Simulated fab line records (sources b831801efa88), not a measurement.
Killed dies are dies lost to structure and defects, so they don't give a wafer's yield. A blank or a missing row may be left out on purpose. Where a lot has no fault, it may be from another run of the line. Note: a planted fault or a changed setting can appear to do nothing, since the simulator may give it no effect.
fab line records ; flow sfq-line
record: lots: 13; wafers: 39; last-day: 92
route steps=325 shown I1@74
lots that met no fault: from a run of the same line without faults
start-h: the number of hours between the record's first day and the start of the first shown wafer of the lot ; wait-h: how many hours have passed since the lot's step before this one ; " identical to the entry in the row above ; L1.1+2: a single row standing in for several wafers ; - value missing, or start not given ; * or withheld: withheld ; < > ~ a bound
route shown NAME@n: a module of which the file shows steps, and the number in the route of the first ; usual: mean and standard deviation over wafers with no fault ; same: alike in all rows ; chamber/n: place in a boat ; sites: the reading at each site ; _std_site: how widely they spread, as a standard deviation ; _edge_site: mean of outer sites minus mean of inner sites ; radius-mm: how far each site lies from the wafer's centre ; mask NAME#n: copy n ; behind: the tool/chamber that last shaped the wafer ; hold: cause of the lot's hold/its duration in hours/its outcome ; device: which transistor (n, p or np) failed to switch ; end of line: the route-end tests of the same wafers ; where a step has no rows: the recipe by itself ; killed: the dies lost at the first sort to structure and to defects; this is not the yield of the wafer ; map: a wafer's dies, x killed, . not, _ none there
set.NAME: the setting as run; set.NAME@STEP: as run at that earlier step ; model.NAME: the simulator's own value behind a step, which no gauge read
the route's steps for a sample of lots (tables are steps, rows are wafers)
services: from which hour (start-h, from the record's first day; less than 0 if before it) a tool's chamber was out of use, for how many hours, and why
== steps ==
step: SFQ_TRILAYER_I1_CMP_CMP_046
recipe: material: SiO2; down-force-psi: 3; platen-rpm: 60; pad-velocity-m-s: 0.94248
usual: motor-current-A: 10.7/0.85; slurry-flow-ml-min: 150.0/0.46; time-to-endpoint-s: 214/7.2
lot.wafer;tool;chamber;start-h;wait-h;motor-current-A;slurry-flow-ml-min;time-to-endpoint-s
L289.3;cmp-01;2;559.25;1.5;10.7;149.7;200
L289.6;cmp-01;3;559.25;1.5;10.1;150.4;214
L289.5;cmp-01;0;559.25;1.5;11.1;148.8;206
L290.3;cmp-01;2;564.95;0.0;10.6;149.6;215
L290.4;cmp-01;3;564.95;0.0;10.4;150.2;226
L290.5;cmp-01;3;567.45;2.5;10.5;150.0;224
L291.2;cmp-02;3;578.25;3.8;10.7;149.8;215
L291.3;cmp-02;0;578.25;3.8;11.0;149.7;215
L291.1;cmp-02;2;579.75;5.3;10.6;149.2;212
L292.1;cmp-02;3;593.75;5.4;11.4;149.9;208
L292.4;cmp-02;0;593.75;5.4;10.7;150.0;219
L292.3;cmp-02;1;593.75;5.4;10.7;149.7;212
L293.1;cmp-01;0;600.22;2.9;11.4;150.6;212
L293.4;cmp-01;1;600.22;2.9;8.9;149.5;216
L293.6;cmp-01;0;602.22;4.8;11.7;150.6;228
L298.1;cmp-02;0;686.80;1.0;11.6;149.1;215
L298.2;cmp-02;1;686.80;1.0;11.5;149.8;211
L298.5;cmp-02;3;688.30;2.5;10.6;150.6;215
L299.2;cmp-02;2;690.60;0.0;9.6;149.3;213
L299.4;cmp-02;3;690.60;0.0;10.9;149.6;220
L299.1;cmp-02;1;692.10;1.5;11.7;149.9;211
L304.4;cmp-01;0;723.02;0.0;11.6;150.2;253
L304.3;cmp-01;3;724.52;1.5;10.6;150.4;204
L304.5;cmp-01;1;725.52;2.5;8.5;151.1;219
L308.4;cmp-02;0;762.73;0.0;11.2;149.7;221
L308.2;cmp-02;1;762.73;0.0;11.2;149.8;209
L308.5;cmp-02;1;765.23;2.5;11.4;149.3;221
L309.1;cmp-02;1;769.23;1.6;11.4;149.7;222
L309.4;cmp-02;2;769.23;1.6;10.6;149.7;218
L309.6;cmp-02;0;770.73;3.1;10.6;149.6;223
L310.3;cmp-02;2;785.23;3.2;10.5;150.5;203
L310.5;cmp-02;3;785.23;3.2;11.4;150.7;214
L310.6;cmp-02;0;785.23;3.2;11.5;150.7;208
L311.1;cmp-02;0;787.99;1.0;11.0;150.1;207
L311.2;cmp-02;1;787.99;1.0;11.7;150.1;217
L311.6;cmp-02;2;787.99;1.0;10.0;150.3;220
L312.3;cmp-01;1;804.95;1.5;9.1;150.2;215
L312.1;cmp-01;0;806.45;3.0;11.4;150.7;211
L312.5;cmp-01;2;807.45;3.9;11.2;150.3;225
step: SFQ_TRILAYER_I1_METRO_MEASURE_047
usual: thk-nm: 199.9/0.82
lot.wafer;tool;chamber;start-h;wait-h;thk-nm
L289.3;film-metro-03;-;561.27;0.5;200.0
L289.5;film-metro-03;-;561.27;0.5;200.0
L289.6;film-metro-03;-;561.27;0.5;200.8
L290.3;film-metro-03;-;568.47;0.5;200.0
L290.4;film-metro-03;-;568.47;0.5;199.1
L290.5;film-metro-03;-;568.47;0.5;199.0
L291.1;film-metro-03;-;581.37;0.1;199.5
L291.2;film-metro-03;-;581.37;0.1;199.6
L291.3;film-metro-03;-;581.37;0.1;200.7
L292.1;film-metro-02;-;596.37;0.1;201.3
L292.3;film-metro-02;-;596.37;0.1;201.5
L292.4;film-metro-02;-;596.37;0.1;199.9
L293.1;film-metro-04;-;602.84;0.1;200.1
L293.4;film-metro-04;-;602.84;0.1;199.5
L293.6;film-metro-04;-;602.84;0.1;200.4
L298.1;film-metro-03;-;688.92;0.1;200.2
L298.2;film-metro-03;-;688.92;0.1;199.8
L298.5;film-metro-03;-;688.92;0.1;200.1
L299.1;film-metro-03;-;693.72;0.1;200.8
L299.2;film-metro-03;-;693.72;0.1;199.0
L299.4;film-metro-03;-;693.72;0.1;199.5
L304.3;film-metro-04;-;726.54;0.5;199.0
L304.4;film-metro-04;-;726.54;0.5;149.5
L304.5;film-metro-04;-;726.54;0.5;199.9
L308.2;film-metro-03;-;766.05;0.3;199.7
L308.4;film-metro-03;-;766.05;0.3;200.7
L308.5;film-metro-03;-;766.05;0.3;199.1
L309.1;film-metro-02;-;771.85;0.1;200.9
L309.4;film-metro-02;-;771.85;0.1;199.4
L309.6;film-metro-02;-;771.85;0.1;200.1
L310.3;film-metro-04;-;787.25;0.5;198.4
L310.5;film-metro-04;-;787.25;0.5;199.5
L310.6;film-metro-04;-;787.25;0.5;199.2
L311.1;film-metro-02;-;790.11;0.1;201.0
L311.2;film-metro-02;-;790.11;0.1;201.0
L311.6;film-metro-02;-;790.11;0.1;201.2
L312.1;film-metro-02;-;808.07;0.1;200.5
L312.3;film-metro-02;-;808.07;0.1;198.9
L312.5;film-metro-02;-;808.07;0.1;199.7
step: SFQ_TRILAYER_I1_VIA_ETCH_VIA_ETCH_052
recipe: target: SiO2; stop-on: Nb; mask-material: PR; taper-deg: 20; chemistry: CHF3; target-depth-nm: 260; source-w: 500; bias-w: 80; pressure-mtorr: 30; time-s: withheld
usual: drypump-motor-current-A: 5.8/0.49; oes-product-au: 0.854/0.0048; rf-fwd-power-W: 498.0/1.5
lot.wafer;tool;chamber;start-h;wait-h;drypump-motor-current-A;oes-product-au;rf-fwd-power-W
L289.3;rie-diel-02;0;717.20;0.0;5.6;0.850;498.5
L289.5;rie-diel-02;3;717.20;0.0;5.2;0.857;496.5
L289.6;rie-diel-02;2;717.20;0.0;6.0;0.848;498.9
L290.3;rie-diel-01;1;723.20;0.0;6.7;0.855;499.9
L290.4;rie-diel-01;3;723.20;0.0;6.4;0.855;497.0
L290.5;rie-diel-01;3;723.20;0.0;6.4;0.857;498.5
L291.1;rie-diel-01;0;730.40;0.0;5.5;0.856;498.2
L291.2;rie-diel-01;2;730.40;0.0;5.9;0.858;498.0
L291.3;rie-diel-01;1;730.40;0.0;6.7;0.854;500.0
L292.1;rie-diel-02;2;746.13;0.0;6.0;0.861;498.9
L292.3;rie-diel-02;3;746.13;0.0;5.2;0.854;498.5
L292.4;rie-diel-02;0;746.13;0.0;5.6;0.850;498.9
L293.1;rie-diel-02;1;752.13;0.0;4.9;0.853;498.1
L293.4;rie-diel-02;0;752.13;0.0;5.6;0.851;498.6
L293.6;rie-diel-02;3;752.13;0.0;5.2;0.861;496.1
L298.1;rie-diel-01;1;830.64;0.0;6.7;0.855;500.7
L298.2;rie-diel-01;2;830.64;0.0;5.9;0.843;496.6
L298.5;rie-diel-01;1;830.64;0.0;6.7;0.863;500.9
L299.1;rie-diel-03;2;835.44;0.0;6.0;0.859;498.8
L299.2;rie-diel-03;0;835.44;0.0;6.2;0.848;498.9
L299.4;rie-diel-03;3;835.44;0.0;5.5;0.856;496.9
L304.3;rie-diel-01;0;879.02;0.0;5.5;0.854;496.8
L304.4;rie-diel-01;3;879.02;0.0;6.3;0.730;499.1
L304.5;rie-diel-01;1;879.02;0.0;6.6;0.850;496.1
L308.2;rie-diel-03;0;915.02;0.0;6.2;0.846;495.2
L308.4;rie-diel-03;1;915.02;0.0;5.9;0.860;495.4
L308.5;rie-diel-03;1;915.02;0.0;5.9;0.856;497.8
L309.1;rie-diel-02;0;922.34;0.0;5.6;0.853;498.5
L309.4;rie-diel-02;0;922.34;0.0;5.6;0.854;497.1
L309.6;rie-diel-02;3;922.34;0.0;5.2;0.855;497.2
L310.3;rie-diel-01;3;935.67;0.0;6.4;0.848;495.5
L310.5;rie-diel-01;3;935.67;0.0;6.4;0.846;497.5
L310.6;rie-diel-01;2;935.67;0.0;5.9;0.855;497.6
L311.1;rie-diel-02;0;938.07;0.0;5.6;0.848;496.1
L311.2;rie-diel-02;3;938.07;0.0;5.2;0.855;497.8
L311.6;rie-diel-02;2;938.07;0.0;6.0;0.853;500.5
L312.1;rie-diel-02;1;951.27;0.0;4.8;0.861;497.2
L312.3;rie-diel-02;0;951.27;0.0;5.6;0.852;498.2
L312.5;rie-diel-02;1;951.27;0.0;4.9;0.846;499.2
== services ==
tool;chamber;start-h;hours;kind
cmp-02;-;535.76;1.9;repair
rie-diel-02;1;545.66;4.2;repair
cmp-01;-;548.09;1.5;repair
cmp-01;-;576.06;5.9;repair
cmp-01;-;582.01;4.0;pm
cmp-01;-;592.50;4.2;repair
cmp-02;-;599.25;4.7;pm
rie-diel-02;3;605.02;11.9;repair
rie-diel-02;-;614.03;0.9;repair
cmp-02;-;634.06;18.6;repair
film-metro-03;-;643.19;0.8;pm
rie-diel-02;2;664.20;3.7;repair
cmp-02;-;665.15;1.2;repair
film-metro-03;-;707.06;0.7;pm
cmp-02;-;746.43;4.0;pm
film-metro-03;-;758.70;0.3;pm
cmp-02;-;794.47;0.8;repair
cmp-02;-;795.81;1.0;repair
film-metro-03;-;888.19;0.9;pm
rie-diel-02;0;895.12;5.8;repair
rie-diel-02;1;916.69;10.2;repair
rie-diel-02;3;927.89;4.5;repair
cmp-02;-;928.33;0.3;repair
cmp-02;-;949.88;5.4;pm
== key ==
first-sign: step: SFQ_TRILAYER_I1_CMP_CMP_046; reading: time-to-endpoint-s; direction: up; sigmas: 5.4; usual: *; struck: *
effect: step: SFQ_TRILAYER_I1_METRO_MEASURE_047; reading: thk-nm; direction: down; sigmas: 61; usual: 199.9; struck: 149.5
effect: step: SFQ_TRILAYER_I1_VIA_ETCH_VIA_ETCH_052; reading: oes-product-au; direction: down; sigmas: 26; usual: 0.854; struck: 0.730
met-at SFQ_TRILAYER_I1_CMP_CMP_046
struck-lots L304
struck-wafers L304.4
onset-between 600.22 723.02
fault: kind: process-parameter-drift; tool: cmp-01; chamber: 0; onset-h: 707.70; steps: SFQ_TRILAYER_I1_CMP_CMP_046; channel: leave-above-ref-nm; offset: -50; shape: step; end-h: 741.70; acts-in: these-recipes-only; stated: 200
